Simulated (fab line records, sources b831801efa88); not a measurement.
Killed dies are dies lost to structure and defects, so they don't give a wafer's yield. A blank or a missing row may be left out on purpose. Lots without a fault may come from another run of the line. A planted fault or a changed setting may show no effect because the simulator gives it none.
fab line records | flow sky130
record lots=5 wafers=15 last_day=50
route steps=708 shown CONTACT@418 METAL1@434
lots that met no fault: from a run of the same line without faults
start_h: hours from the record's first day to the start of the lot's first wafer shown | wait_h: hours since the lot's step before | " the same as in the row above | L1.1+2: a row that stands for several wafers | - no value, or no start given | * or withheld: withheld | < > ~ a bound
route shown NAME@n: a module of which the file shows steps, and the number in the route of the first | usual: mean/standard deviation of fault-free wafers | same: alike in all rows | chamber/n: place in a boat | sites: the reading at each site | _std_site: their standard deviation | _edge_site: outer sites' mean less inner sites' | radius_mm: how far each site lies from the wafer's centre | mask NAME#n: copy n | behind: the tool/chamber that last shaped the wafer | hold: why the lot was held/for how many hours/how that ended | device: the transistor (n, p or np) that didn't switch | end of line: the same wafers' tests at the end of the route | a step without rows: its recipe alone | killed: dies lost to structure and defects at the first sort, not the wafer's yield | map: a wafer's dies, x killed, . not, _ none there
set.NAME: the setting as run; set.NAME@STEP: as run at that earlier step | model.NAME: the simulator's own value behind a step, which no gauge read
lots at some steps of the route; a table a step, a row a wafer
services: from which hour (start_h, from the record's first day; less than 0 if before it) a tool's chamber was out of use, for how many hours, and why
## steps
# step SKY_CONTACT_PEB_12
# recipe peb_temp_c=withheld peb_time_s=withheld resist=KrF-thick
# columns lot.wafer tool chamber start_h wait_h
L075.1+3+5 litho_track-04 0 - -
L077.3+4+6 litho_track-04 0 - -
L082.1+5+6 litho_track-03 0 - -
L086.3+4+6 litho_track-03 0 - -
L096.1+4+6 litho_track-02 0 - -
# step SKY_CONTACT_DEVELOP_13
# recipe develop_time_s=60 resist=KrF-thick dev_temp_c=21
# columns lot.wafer tool chamber start_h wait_h
L075.1+3+5 litho_track-04 0 - -
L077.3+4+6 litho_track-04 0 - -
L082.1+5+6 litho_track-03 0 - -
L086.3+4+6 litho_track-03 0 - -
L096.1+4+6 litho_track-02 0 - -
# step SKY_CONTACT_CD_MEAS_14
# recipe target_cd_nm=170
# usual cd_nm=170.3/1.5
# columns lot.wafer tool chamber start_h wait_h cd_nm
L075.1 cd_sem-02 - 749.21 - 171.4
L075.3 " - " " 170.9
L075.5 " - " " 172.5
L077.3 cd_sem-02 - 770.00 - 168.0
L077.4 " - " " 167.6
L077.6 " - " " 167.5
L082.1 cd_sem-01 - 794.39 - 170.2
L082.5 " - " " 169.4
L082.6 " - " " 169.6
L086.3 cd_sem-01 - 832.88 - 171.8
L086.4 " - " " 170.2
L086.6 " - " " 171.9
L096.1 cd_sem-02 - 898.90 - 170.1
L096.4 " - " " 170.4
L096.6 " - " " 170.7
# step SKY_CONTACT_OVL_MEAS_15
# usual CONTACT_OVL=0/5.4
# columns lot.wafer tool chamber start_h wait_h CONTACT_OVL[nm]
L075.1 overlay-02 - 749.33 0.1 -7
L075.3 " - " " -4
L075.5 " - " " -4
L077.3 overlay-02 - 770.09 0.1 7
L077.4 " - " " 2
L077.6 " - " " 1
L082.1 overlay-02 - 794.51 0.1 -6
L082.5 " - " " -2
L082.6 " - " " -4
L086.3 overlay-01 - 832.98 0.1 0
L086.4 " - " " -5
L086.6 " - " " -2
L096.1 overlay-01 - 899.02 0.1 10
L096.4 " - " " 0
L096.6 " - " " 4
# step SKY_CONTACT_ETCH_16
# recipe chemistry=N2/H2 target=BARC ion_energy_ev=200 source_w=500 bias_w=100 pressure_mtorr=30 n2_flow_sccm=100 h2_flow_sccm=200 stop_on=SiO2 time_s=45.9 target_depth_a=600
# usual drypump_motor_current_A=5.8/0.47 oes_product_au=0.854/0.0049 throttle_valve_pct=13.225/0.0096
# columns lot.wafer tool chamber start_h wait_h drypump_motor_current_A oes_product_au rf_hours_counter_h throttle_valve_pct
L075.1 rie_diel-03 1 749.36 0.0 5.2 0.859 8 13.220
L075.3 " 3 " " 5.4 0.848 18 13.213
L075.5 " 3 " " 5.4 0.861 - 13.224
L077.3 rie_diel-01 3 770.12 0.0 6.3 0.852 32 13.230
L077.4 " 0 " " 5.8 0.855 0 13.225
L077.6 " 1 " " 6.4 0.861 - 13.232
L082.1 rie_diel-01 1 794.55 0.0 6.4 0.856 12 13.239
L082.5 " 0 " " 5.8 0.851 - 13.225
L082.6 " 3 " " 6.4 0.857 - 13.211
L086.3 rie_diel-01 1 833.00 0.0 6.4 0.852 13 13.226
L086.4 " 2 " " 5.3 0.855 - 13.247
L086.6 " 1 " " 6.4 0.856 - 13.220
L096.1 rie_diel-02 0 899.06 0.0 6.2 0.845 11 13.244
L096.4 " 2 " " 6.1 0.858 23 13.228
L096.6 " 3 " " 5.2 0.853 - 13.233
# step SKY_CONTACT_ETCH_17
# recipe target=SiO2 chemistry=C4F8/O2/Ar stop_on=Si3N4 mask_material=KrF-thick source_w=1500 bias_w=1200 pressure_mtorr=40 c4f8_flow_sccm=withheld O2_flow_sccm=6 Ar_flow_sccm=300 time_s=withheld target_depth_a=3400
# usual oes_product_au=0.892/0.0046
# columns lot.wafer tool chamber start_h wait_h oes_product_au
L075.1 rie_diel-03 1 749.41 0.0 0.894
L075.3 " 3 " " 0.892
L075.5 " 3 " " 0.887
L077.3 rie_diel-01 3 770.16 0.0 0.896
L077.4 " 0 " " 0.888
L077.6 " 1 " " 0.895
L082.1 rie_diel-01 1 794.59 0.0 0.891
L082.5 " 0 " " 0.892
L082.6 " 3 " " 0.899
L086.3 rie_diel-01 1 833.04 0.0 0.896
L086.4 " 2 " " 0.892
L086.6 " 1 " " 0.887
L096.1 rie_diel-02 0 899.10 0.0 0.894
L096.4 " 2 " " 0.886
L096.6 " 3 " " 0.899
# step SKY_CONTACT_ETCH_18
# recipe target=Si3N4 chemistry=CHF3/O2 stop_on=TiN source_w=600 bias_w=200 pressure_mtorr=40 chf3_flow_sccm=50 O2_flow_sccm=5 time_s=39 target_depth_a=750
# usual drypump_motor_current_A=5.8/0.46 oes_product_au=0.852/0.0084 throttle_valve_pct=8.793/0.0099
# columns lot.wafer tool chamber start_h wait_h drypump_motor_current_A oes_product_au rf_hours_counter_h throttle_valve_pct
L075.1 rie_diel-03 1 - - 5.2 0.832 8 8.772
L075.3 " 3 " " 5.4 0.833 18 8.787
L075.5 " 3 " " 5.4 0.844 - 8.783
L077.3 rie_diel-01 3 - - 6.4 0.841 32 8.772
L077.4 " 0 " " 5.8 0.852 0 8.793
L077.6 " 1 " " 6.4 0.855 - 8.809
L082.1 rie_diel-01 1 - - 6.4 0.839 12 8.792
L082.5 " 0 " " 5.7 0.847 - 8.782
L082.6 " 3 " " 6.4 0.853 - 8.811
L086.3 rie_diel-01 1 - - 6.4 0.859 14 8.799
L086.4 " 2 " " 5.2 0.859 - 8.791
L086.6 " 1 " " 6.4 0.857 - 8.796
L096.1 rie_diel-02 0 - - 6.2 0.836 11 8.793
L096.4 " 2 " " 6.1 0.846 23 8.779
L096.6 " 3 " " 5.2 0.855 - 8.799
# step SKY_CONTACT_STRIP_19
# recipe chemistry=O2/N2 power_w=1400 pressure_mtorr=1500 platen_temp_c=withheld o2_flow_sccm=3000 n2_flow_sccm=300 overash_fraction=0.5
# usual drypump_motor_current_A=5.9/0.38 oes_product_au=0.382/0.0053 strip_time_to_endpoint_s=3.64/0.035
# columns lot.wafer tool chamber start_h wait_h drypump_motor_current_A oes_product_au rf_hours_counter_h strip_time_to_endpoint_s
L075.1 plasma_asher-04 0 749.50 - 6.0 0.384 85 3.60
L075.3 " 1 " " 5.3 0.379 - 3.62
L075.5 " 0 " " 6.0 0.378 - 3.62
L077.3 plasma_asher-02 0 770.28 - 5.8 0.381 - 3.64
L077.4 " 1 " " 6.1 0.385 - 3.69
L077.6 " 1 " " 6.1 0.373 - 3.65
L082.1 plasma_asher-02 0 794.68 - 5.8 0.383 35 3.65
L082.5 " 1 " " 6.1 0.383 - 3.68
L082.6 " 0 " " 5.8 0.385 - 3.65
L086.3 plasma_asher-04 0 833.17 - 6.0 0.381 - 3.64
L086.4 " 1 " " 5.3 0.384 - 3.66
L086.6 " 1 " " 5.3 0.385 - 3.62
L096.1 plasma_asher-02 0 899.19 - 5.8 0.386 45 3.60
L096.4 " 0 " " 5.8 0.387 - 3.65
L096.6 " 1 " " 6.1 0.381 - 3.61
# step SKY_CONTACT_STRIP_20
# recipe chemistry=post_etch_residue_remover time_s=1200 temp_c=72.5
# usual temp_c=72.51/0.13
# columns lot.wafer tool chamber start_h wait_h temp_c
L075.1 wet_bench-01 0 749.60 0.1 72.36
L075.3 " 0 " " 72.57
L075.5 " 0 " " 72.64
L077.3 wet_bench-01 1 770.35 0.0 72.55
L077.4 " 1 " " 72.42
L077.6 " 1 " " 72.43
L082.1 wet_bench-01 1 794.78 0.1 72.70
L082.5 " 1 " " 72.52
L082.6 " 1 " " 72.41
L086.3 wet_bench-03 1 833.23 0.0 72.52
L086.4 " 1 " " 72.40
L086.6 " 1 " " 72.52
L096.1 wet_bench-03 0 899.29 0.1 72.24
L096.4 " 0 " " 72.35
L096.6 " 0 " " 72.37
# step SKY_CONTACT_CLEAN_21
# recipe chemistry=IPA time_s=180 temp_c=25
# usual temp_c=24.99/0.12
# columns lot.wafer tool chamber start_h wait_h temp_c
L075.1 wet_bench-03 2 749.94 0.0 24.98
L075.3 " 2 " " 24.86
L075.5 " 2 " " 25.15
L077.3 wet_bench-03 0 770.72 0.0 24.70
L077.4 " 0 " " 25.03
L077.6 " 0 " " 25.04
L082.1 wet_bench-02 2 795.12 0.0 25.04
L082.5 " 2 " " 24.96
L082.6 " 2 " " 24.98
L086.3 wet_bench-02 0 833.98 0.0 24.84
L086.4 " 0 " " 24.98
L086.6 " 0 " " 24.96
L096.1 wet_bench-02 3 899.63 0.0 24.90
L096.4 " 3 " " 24.85
L096.6 " 3 " " 24.78
# step SKY_CONTACT_CLEAN_22
# recipe chemistry=O3/DIW dry=n2_spin
# columns lot.wafer tool chamber start_h wait_h
L075.1+3+5 wet_bench-02 2 750.00 0.0
L077.3+4+6 wet_bench-02 2 770.78 0.0
L082.1+5+6 wet_bench-03 3 795.18 0.0
L086.3+4+6 wet_bench-03 2 834.04 0.0
L096.1+4+6 wet_bench-01 2 899.69 0.0
# step SKY_CONTACT_SPUTTER_23
# recipe material=TiN target_thk_nm=20 chamber_pressure_pa=5 power_w=4000 time_s=80
# usual throttle_valve_pct=30.0/0.98
# columns lot.wafer tool chamber start_h wait_h throttle_valve_pct
L075.1 pvd_sputter-01 - 750.19 0.0 29.8
L075.3 " - " " 30.7
L075.5 " - " " 28.7
L077.3 pvd_sputter-02 - 770.88 0.0 29.5
L077.4 " - " " 28.9
L077.6 " - " " 29.4
L082.1 pvd_sputter-03 - 795.27 0.0 31.1
L082.5 " - " " 30.8
L082.6 " - " " 31.5
L086.3 pvd_sputter-02 - 834.24 0.0 29.3
L086.4 " - " " 29.6
L086.6 " - " " 29.1
L096.1 pvd_sputter-02 - 899.80 0.0 29.0
L096.4 " - " " 29.6
L096.6 " - " " 28.9
# step SKY_CONTACT_CVD_24
# recipe material=W target_thk_nm=340 time_s=102.12 temp_c=400 pressure_torr=40
# usual heater_power_w=903/71
# columns lot.wafer tool chamber start_h wait_h heater_power_w
L075.1 cvd_w-02 1 750.25 0.0 904
L075.3 " 1 " " 923
L075.5 " 1 " " 894
L077.3 cvd_w-01 0 770.98 0.1 858
L077.4 " 1 " " 836
L077.6 " 0 " " 862
L082.1 cvd_w-02 0 795.34 0.0 999
L082.5 " 0 " " 1035
L082.6 " 1 " " 927
L086.3 cvd_w-02 1 834.34 0.1 910
L086.4 " 0 " " 997
L086.6 " 1 " " 924
L096.1 cvd_w-01 1 899.86 0.0 841
L096.4 " 1 " " 823
L096.6 " 1 " " 821
# step SKY_CONTACT_RS_MEAS_25
# recipe thk_meas_gauge=four-point-probe reads=W_of_CONTACT_CVD_24+TiN_of_CONTACT_SPUTTER_23
# usual CONTACT_W_RS=0.337/0.004
# columns lot.wafer tool chamber start_h wait_h CONTACT_W_RS[ohm/sq]
L075.1 film_metro-04 - 750.47 0.2 0.334
L075.3 " - " " 0.336
L075.5 " - " " 0.337
L077.3 film_metro-03 - 771.09 0.1 0.332
L077.4 " - " " 0.329
L077.6 " - " " 0.333
L082.1 film_metro-04 - 795.45 0.1 0.340
L082.5 " - " " 0.339
L082.6 " - " " 0.338
L086.3 film_metro-02 - 834.45 0.1 0.335
L086.4 " - " " 0.343
L086.6 " - " " 0.333
L096.1 film_metro-03 - 899.97 0.1 0.334
L096.4 " - " " 0.336
L096.6 " - " " 0.334
# step SKY_CONTACT_THK_MEAS_26
# recipe thk_meas_gauge=xrf reads=W_of_CONTACT_CVD_24
# usual CONTACT_W_THK=340/4.6
# columns lot.wafer tool chamber start_h wait_h CONTACT_W_THK[nm]
L075.1 film_metro-04 - 750.59 0.1 344
L075.3 " - " " 345
L075.5 " - " " 344
L077.3 film_metro-03 - 771.19 0.1 340
L077.4 " - " " 344
L077.6 " - " " 340
L082.1 film_metro-04 - 795.57 0.1 338
L082.5 " - " " 341
L082.6 " - " " 341
L086.3 film_metro-02 - 834.55 0.1 344
L086.4 " - " " 336
L086.6 " - " " 346
L096.1 film_metro-03 - 900.09 0.1 341
L096.4 " - " " 340
L096.6 " - " " 342
# step SKY_CONTACT_CMP_27
# recipe stop_on=SiO2 t_overpolish_s=15 down_force_psi=3.5 platen_rpm=60 target_thk_nm=0 pad_velocity_m_s=0.94248
# usual motor_current_A=11.0/1.3 overpolish_run_s=15.002/0.0092 slurry_flow_ml_min=150.0/0.45 time_to_endpoint_s=83/3.5
# same t_overpolish_s=15
# columns lot.wafer tool chamber start_h wait_h motor_current_A overpolish_run_s slurry_flow_ml_min time_to_endpoint_s
L075.3 cmp-02 3 750.70 0.1 9.4 15.009 150.0 82
L075.1 " 1 " " 10.4 14.999 149.4 79
L075.5 " 3 " " 9.9 14.998 150.2 78
L077.4 cmp-02 0 771.23 0.0 13.3 14.989 149.6 91
L077.3 " 3 " " 9.4 15.012 149.8 82
L077.6 " 0 " " 13.8 15.001 149.6 89
L082.1 cmp-01 3 795.68 0.1 10.5 14.994 150.6 85
L082.5 " 2 " " 10.4 15.010 149.2 80
L082.6 " 3 " " 10.7 14.995 150.1 79
L086.3 cmp-02 3 834.59 0.0 9.6 15.029 150.2 84
L086.4 " 2 " " 12.0 15.015 150.1 83
L086.6 " 0 " " 13.4 15.001 150.6 92
L096.1 cmp-01 3 900.15 0.1 10.8 14.984 150.0 81
L096.4 " 1 " " 10.0 15.011 149.5 77
L096.6 " 3 " " 10.9 15.009 150.2 82
# step SKY_METAL1_SPUTTER_00
# recipe material=Ti target_thk_nm=15 power_w=3000 time_s=10 chamber_pressure_pa=0.4
# usual throttle_valve_pct=29.8/0.8
# columns lot.wafer tool chamber start_h wait_h throttle_valve_pct
L075.1 pvd_sputter-02 - 750.95 0.1 29.1
L075.3 " - " " 29.7
L075.5 " - " " 29.2
L077.3 pvd_sputter-04 - 771.53 0.1 30.9
L077.4 " - " " 30.7
L077.6 " - " " 30.7
L082.1 pvd_sputter-01 - 795.93 0.2 29.7
L082.5 " - " " 29.7
L082.6 " - " " 28.6
L086.3 pvd_sputter-01 - 834.89 0.2 30.0
L086.4 " - " " 28.5
L086.6 " - " " 30.5
L096.1 pvd_sputter-01 - 900.45 0.2 28.6
L096.4 " - " " 30.5
L096.6 " - " " 28.5
# step SKY_METAL1_SPUTTER_01
# recipe material=TiN target_thk_nm=20 power_w=6500 time_s=16.7 chamber_pressure_pa=0.4
# usual throttle_valve_pct=29.8/0.81
# columns lot.wafer tool chamber start_h wait_h throttle_valve_pct
L075.1 pvd_sputter-02 - 750.97 0.0 28.8
L075.3 " - " " 29.4
L075.5 " - " " 29.1
L077.3 pvd_sputter-04 - 771.55 0.0 30.6
L077.4 " - " " 30.7
L077.6 " - " " 30.4
L082.1 pvd_sputter-01 - 795.95 0.0 29.9
L082.5 " - " " 29.6
L082.6 " - " " 28.4
L086.3 pvd_sputter-01 - 834.92 0.0 29.7
L086.4 " - " " 28.4
L086.6 " - " " 30.6
L096.1 pvd_sputter-01 - 900.47 0.0 28.7
L096.4 " - " " 30.3
L096.6 " - " " 28.7
# step SKY_METAL1_SPUTTER_02
# recipe material=AlCu target_thk_nm=250 power_w=10600 time_s=13.3 chamber_pressure_pa=0.4
# usual throttle_valve_pct=29.8/0.79
# columns lot.wafer tool chamber start_h wait_h throttle_valve_pct
L075.1 pvd_sputter-02 - 751.00 0.0 29.1
L075.3 " - " " 29.4
L075.5 " - " " 29.0
L077.3 pvd_sputter-04 - 771.58 0.0 30.8
L077.4 " - " " 30.8
L077.6 " - " " 30.8
L082.1 pvd_sputter-01 - 795.97 0.0 29.7
L082.5 " - " " 29.8
L082.6 " - " " 28.4
L086.3 pvd_sputter-01 - 834.94 0.0 29.6
L086.4 " - " " 28.8
L086.6 " - " " 30.7
L096.1 pvd_sputter-01 - 900.50 0.0 28.7
L096.4 " - " " 30.6
L096.6 " - " " 28.9
# step SKY_METAL1_SPUTTER_03
# recipe material=Ti target_thk_nm=5 power_w=3000 time_s=3.3 chamber_pressure_pa=0.4
# usual throttle_valve_pct=29.8/0.8
# columns lot.wafer tool chamber start_h wait_h throttle_valve_pct
L075.1 pvd_sputter-02 - 751.02 0.0 29.0
L075.3 " - " " 29.5
L075.5 " - " " 29.2
L077.3 pvd_sputter-04 - 771.60 0.0 30.7
L077.4 " - " " 30.5
L077.6 " - " " 30.6
L082.1 pvd_sputter-01 - 796.00 0.0 29.8
L082.5 " - " " 29.9
L082.6 " - " " 28.6
L086.3 pvd_sputter-01 - 834.97 0.0 29.7
L086.4 " - " " 28.4
L086.6 " - " " 30.6
L096.1 pvd_sputter-01 - 900.52 0.0 28.5
L096.4 " - " " 30.6
L096.6 " - " " 28.8
# step SKY_METAL1_SPUTTER_04
# recipe material=TiN target_thk_nm=70 power_w=6500 time_s=58.3 chamber_pressure_pa=0.4
# usual throttle_valve_pct=29.8/0.8
# columns lot.wafer tool chamber start_h wait_h throttle_valve_pct
L075.1 pvd_sputter-02 - 751.04 0.0 29.1
L075.3 " - " " 29.3
L075.5 " - " " 29.0
L077.3 pvd_sputter-04 - 771.62 0.0 30.9
L077.4 " - " " 30.9
L077.6 " - " " 30.9
L082.1 pvd_sputter-01 - 796.02 0.0 29.8
L082.5 " - " " 29.8
L082.6 " - " " 28.8
L086.3 pvd_sputter-01 - 834.98 0.0 29.8
L086.4 " - " " 28.8
L086.6 " - " " 30.6
L096.1 pvd_sputter-01 - 900.54 0.0 28.6
L096.4 " - " " 30.5
L096.6 " - " " 28.9
# step SKY_METAL1_RS_MEAS_05
# recipe thk_meas_gauge=four-point-probe reads=TiN_of_METAL1_SPUTTER_04+Ti_of_METAL1_SPUTTER_03+AlCu_of_METAL1_SPUTTER_02+TiN_of_METAL1_SPUTTER_01+Ti_of_METAL1_SPUTTER_00
# usual METAL1_ALCU_RS=0.1266/0.0014
# columns lot.wafer tool chamber start_h wait_h METAL1_ALCU_RS[ohm/sq]
L075.1 film_metro-01 - 751.09 0.0 0.1270
L075.3 " - " " 0.1272
L075.5 " - " " 0.1262
L077.3 film_metro-01 - 771.71 0.1 0.1281
L077.4 " - " " 0.1262
L077.6 " - " " 0.1281
L082.1 film_metro-02 - 796.07 0.0 0.1265
L082.5 " - " " 0.1273
L082.6 " - " " 0.1284
L086.3 film_metro-01 - 835.07 0.1 0.1272
L086.4 " - " " 0.1275
L086.6 " - " " 0.1292
L096.1 film_metro-01 - 900.59 0.0 0.1289
L096.4 " - " " 0.1281
L096.6 " - " " 0.1275
# step SKY_METAL1_THK_MEAS_06
# recipe thk_meas_gauge=xrf reads=AlCu_of_METAL1_SPUTTER_02
# usual METAL1_ALCU_THK=251/3.1
# columns lot.wafer tool chamber start_h wait_h METAL1_ALCU_THK[nm]
L075.1 film_metro-01 - 751.21 0.1 248
L075.3 " - " " 246
L075.5 " - " " 250
L077.3 film_metro-01 - 771.81 0.1 246
L077.4 " - " " 250
L077.6 " - " " 247
L082.1 film_metro-02 - 796.19 0.1 252
L082.5 " - " " 251
L082.6 " - " " 250
L086.3 film_metro-01 - 835.17 0.1 246
L086.4 " - " " 245
L086.6 " - " " 242
L096.1 film_metro-01 - 900.71 0.1 247
L096.4 " - " " 249
L096.6 " - " " 248
# step SKY_METAL1_DEHYDRATE_07
# recipe temp_c=200 time_s=60
# columns lot.wafer tool chamber start_h wait_h
L075.1+3+5 litho_track-01 0 763.25 12.0
L077.3+4+6 litho_track-04 0 784.06 12.2
L082.1+5+6 litho_track-04 0 808.41 12.2
L086.3+4+6 litho_track-01 0 847.50 12.3
L096.1+4+6 litho_track-04 0 912.26 11.5
# step SKY_METAL1_HMDS_08
# recipe prime_time_s=60 prime_temp_c=120
# columns lot.wafer tool chamber start_h wait_h
L075.1+3+5 litho_track-01 0 763.40 0.1
L077.3+4+6 litho_track-04 0 784.21 0.1
L082.1+5+6 litho_track-04 0 808.56 0.1
L086.3+4+6 litho_track-01 0 847.65 0.1
L096.1+4+6 litho_track-04 0 912.41 0.1
# step SKY_METAL1_COAT_09
# recipe resist=BARC temp_c=withheld time_s=withheld spin_rpm=3000 resist_thk_nm=60
# columns lot.wafer tool chamber start_h wait_h
L075.1+3+5 litho_track-01 0 763.55 0.1
L077.3+4+6 litho_track-04 0 784.36 0.1
L082.1+5+6 litho_track-04 0 808.71 0.1
L086.3+4+6 litho_track-01 0 847.80 0.1
L096.1+4+6 litho_track-04 0 912.56 0.1
# step SKY_METAL1_COAT_10
# recipe resist=KrF-thick spin_rpm=3000 resist_thk_nm=450
# columns lot.wafer tool chamber start_h wait_h
L075.1+3+5 litho_track-01 0 - -
L077.3+4+6 litho_track-04 0 - -
L082.1+5+6 litho_track-04 0 - -
L086.3+4+6 litho_track-01 0 - -
L096.1+4+6 litho_track-04 0 - -
# step SKY_METAL1_SOFTBAKE_11
# recipe temp_c=100 time_s=90 resist=KrF-thick
# columns lot.wafer tool chamber start_h wait_h
L075.1+3+5 litho_track-01 0 - -
L077.3+4+6 litho_track-04 0 - -
L082.1+5+6 litho_track-04 0 - -
L086.3+4+6 litho_track-01 0 - -
L096.1+4+6 litho_track-04 0 - -
# step SKY_METAL1_EXPOSE_12
# recipe mask_id=MM1 na=0.8 source_shape=annular sigma_inner=0.55 sigma_outer=0.85 target_cd_nm=140 dose_mj=28
# columns lot.wafer tool chamber start_h wait_h mask
L075.1+3+5 krf_scanner-01 0 - - MM1#0
L077.3+4+6 krf_scanner-02 0 - - MM1#0
L082.1+5+6 krf_scanner-01 0 - - MM1#0
L086.3+4+6 krf_scanner-02 0 - - MM1#0
L096.1+4+6 krf_scanner-01 0 - - MM1#0
# step SKY_METAL1_PEB_13
# recipe peb_temp_c=withheld peb_time_s=withheld resist=KrF-thick
# columns lot.wafer tool chamber start_h wait_h
L075.1+3+5 litho_track-03 0 - -
L077.3+4+6 litho_track-04 0 - -
L082.1+5+6 litho_track-03 0 - -
L086.3+4+6 litho_track-01 0 - -
L096.1+4+6 litho_track-01 0 - -
# step SKY_METAL1_DEVELOP_14
# recipe develop_time_s=60 resist=KrF-thick dev_temp_c=21
# columns lot.wafer tool chamber start_h wait_h
L075.1+3+5 litho_track-03 0 - -
L077.3+4+6 litho_track-04 0 - -
L082.1+5+6 litho_track-03 0 - -
L086.3+4+6 litho_track-01 0 - -
L096.1+4+6 litho_track-01 0 - -
# step SKY_METAL1_CD_MEAS_15
# recipe target_cd_nm=140
# usual cd_nm=140.0/1.6
# columns lot.wafer tool chamber start_h wait_h cd_nm
L075.1 cd_sem-01 - 777.64 - 137.9
L075.3 " - " " 138.7
L075.5 " - " " 136.7
L077.3 cd_sem-02 - 798.05 - 142.2
L077.4 " - " " 142.3
L077.6 " - " " 142.8
L082.1 cd_sem-02 - 822.74 - 139.4
L082.5 " - " " 140.1
L082.6 " - " " 139.2
L086.3 cd_sem-02 - 860.54 - 140.0
L086.4 " - " " 139.1
L086.6 " - " " 139.7
L096.1 cd_sem-01 - 924.60 - 139.4
L096.4 " - " " 139.5
L096.6 " - " " 139.0
# step SKY_METAL1_OVL_MEAS_16
# usual METAL1_OVL=-1/4.9
# columns lot.wafer tool chamber start_h wait_h METAL1_OVL[nm]
L075.1 overlay-02 - 777.76 0.1 3
L075.3 " - " " 4
L075.5 " - " " 2
L077.3 overlay-01 - 798.14 0.1 3
L077.4 " - " " -4
L077.6 " - " " 2
L082.1 overlay-02 - 822.86 0.1 -2
L082.5 " - " " 1
L082.6 " - " " -5
L086.3 overlay-01 - 860.64 0.1 0
L086.4 " - " " 10
L086.6 " - " " 7
L096.1 overlay-02 - 924.72 0.1 0
L096.4 " - " " 7
L096.6 " - " " -1
# step SKY_METAL1_DESCUM_17
# recipe chemistry=O2 source_power_w=150 bias_power_w=0 pressure_mtorr=10 temp_c=40 time_s=8
# usual drypump_motor_current_A=5.8/0.5 oes_product_au=1.004/0.0085 temp_c=39.98/0.12
# columns lot.wafer tool chamber start_h wait_h drypump_motor_current_A oes_product_au rf_hours_counter_h temp_c
L075.1 rie_metal-04 0 777.80 0.0 6.5 1.007 8 39.89
L075.3 " 1 " " 6.0 1.005 - 39.99
L075.5 " 1 " " 6.0 1.001 - 39.95
L077.3 rie_metal-04 0 798.18 0.0 6.5 1.007 - 40.17
L077.4 " 1 " " 5.9 1.001 - 39.92
L077.6 " 0 " " 6.4 1.011 - 40.25
L082.1 rie_metal-04 1 822.90 0.0 6.0 1.007 2 40.07
L082.5 " 0 " " 6.5 1.001 - 39.93
L082.6 " 1 " " 6.0 0.998 - 40.25
L086.3 rie_metal-04 1 860.67 0.0 6.0 1.011 - 39.91
L086.4 " 0 " " 6.5 1.006 - 39.87
L086.6 " 0 " " 6.4 1.012 - 39.96
L096.1 rie_metal-03 0 924.76 0.0 5.5 1.002 12 39.76
L096.4 " 0 " " 5.5 1.002 - 39.80
L096.6 " 1 " " 5.9 0.996 - 39.95
# step SKY_METAL1_ETCH_18
# recipe chemistry=N2/H2 target=BARC ion_energy_ev=200 bias_w=100 pressure_mtorr=30 n2_flow_sccm=100 h2_flow_sccm=200 icp_w=500 stop_on=SiO2 time_s=45.9 target_depth_a=600
# usual drypump_motor_current_A=5.9/0.5 oes_product_au=0.855/0.0047 throttle_valve_pct=13.226/0.0082
# columns lot.wafer tool chamber start_h wait_h drypump_motor_current_A oes_product_au rf_hours_counter_h throttle_valve_pct
L075.1 rie_metal-04 0 777.83 0.0 6.5 0.852 8 13.229
L075.3 " 1 " " 6.0 0.859 - 13.212
L075.5 " 1 " " 6.0 0.851 - 13.221
L077.3 rie_metal-04 0 798.22 0.0 6.5 0.861 - 13.221
L077.4 " 1 " " 6.0 0.860 - 13.226
L077.6 " 0 " " 6.5 0.856 - 13.229
L082.1 rie_metal-04 1 822.93 0.0 6.0 0.856 2 13.220
L082.5 " 0 " " 6.4 0.859 - 13.223
L082.6 " 1 " " 6.0 0.850 - 13.222
L086.3 rie_metal-04 1 860.71 0.0 6.0 0.864 - 13.228
L086.4 " 0 " " 6.5 0.853 - 13.215
L086.6 " 0 " " 6.4 0.844 - 13.233
L096.1 rie_metal-03 0 924.79 0.0 5.5 0.851 12 13.234
L096.4 " 0 " " 5.5 0.849 - 13.221
L096.6 " 1 " " 6.0 0.851 - 13.229
# step SKY_METAL1_METAL_ETCH_19
# recipe target_depth_a=3600 stop_on=SiO2 over_etch_frac=0.3 time_s=78 chemistry=Cl2/BCl3 resist_sidewall_deg=88 pressure_mtorr=10 icp_w=900 bias_w=48.5 Cl2_flow_sccm=60 bcl3_flow_sccm=30
# usual drypump_motor_current_A=5.8/0.5 mfc_cl2_sccm=59.98/0.19 oes_product_au=0.855/0.0062 throttle_valve_pct=22.264/0.008
# columns lot.wafer tool chamber start_h wait_h drypump_motor_current_A mfc_cl2_sccm oes_product_au rf_hours_counter_h throttle_valve_pct
L075.1 rie_metal-04 0 777.90 0.0 6.5 59.89 0.857 9 22.273
L075.3 " 1 " " 6.0 60.29 0.851 - 22.269
L075.5 " 1 " " 5.9 60.19 0.855 - 22.260
L077.3 rie_metal-04 0 798.29 0.1 6.4 59.60 0.856 - 22.264
L077.4 " 1 " " 6.0 60.03 0.858 - 22.258
L077.6 " 0 " " 6.4 59.51 0.844 - 22.266
L082.1 rie_metal-04 1 823.00 0.0 6.0 59.92 0.862 2 22.255
L082.5 " 0 " " 6.5 59.92 0.853 - 22.257
L082.6 " 1 " " 5.9 60.24 0.855 - 22.263
L086.3 rie_metal-04 1 860.79 0.1 5.9 59.89 0.848 - 22.244
L086.4 " 0 " " 6.4 60.24 0.863 - 22.272
L086.6 " 0 " " 6.4 60.03 0.850 - 22.253
L096.1 rie_metal-03 0 924.86 0.0 5.5 60.06 0.843 12 22.261
L096.4 " 0 " " 5.5 60.09 0.849 - 22.258
L096.6 " 1 " " 5.9 60.00 0.846 - 22.262
## services
# columns tool chamber start_h hours kind
rie_diel-02 - 731.35 2.8 pm
wet_bench-02 - 736.45 10.4 repair
cmp-02 - 740.48 4.0 repair
cmp-02 - 744.47 4.0 pm
cvd_w-02 0 745.17 13.4 repair
rie_diel-03 2 746.47 7.1 repair
krf_scanner-01 - 752.09 1.0 pm
rie_diel-03 - 757.53 4.3 pm
pvd_sputter-02 - 763.99 2.8 repair
krf_scanner-01 - 765.77 0.8 pm
rie_diel-03 2 778.82 1.6 repair
rie_diel-01 2 791.27 10.2 repair
rie_diel-03 - 798.36 14.6 pm
plasma_asher-02 - 813.28 2.8 pm
rie_metal-04 - 828.11 2.8 pm
krf_scanner-01 - 837.47 1.3 pm
cmp-02 - 838.25 2.7 repair
rie_metal-03 1 840.40 2.4 repair
rie_diel-02 3 842.10 3.3 repair
wet_bench-01 - 846.31 3.1 repair
krf_scanner-01 - 867.47 4.0 pm
krf_scanner-01 - 874.11 2.5 repair
pvd_sputter-01 - 878.05 16.1 repair
rie_diel-01 - 888.90 1.0 repair
## key
fault none
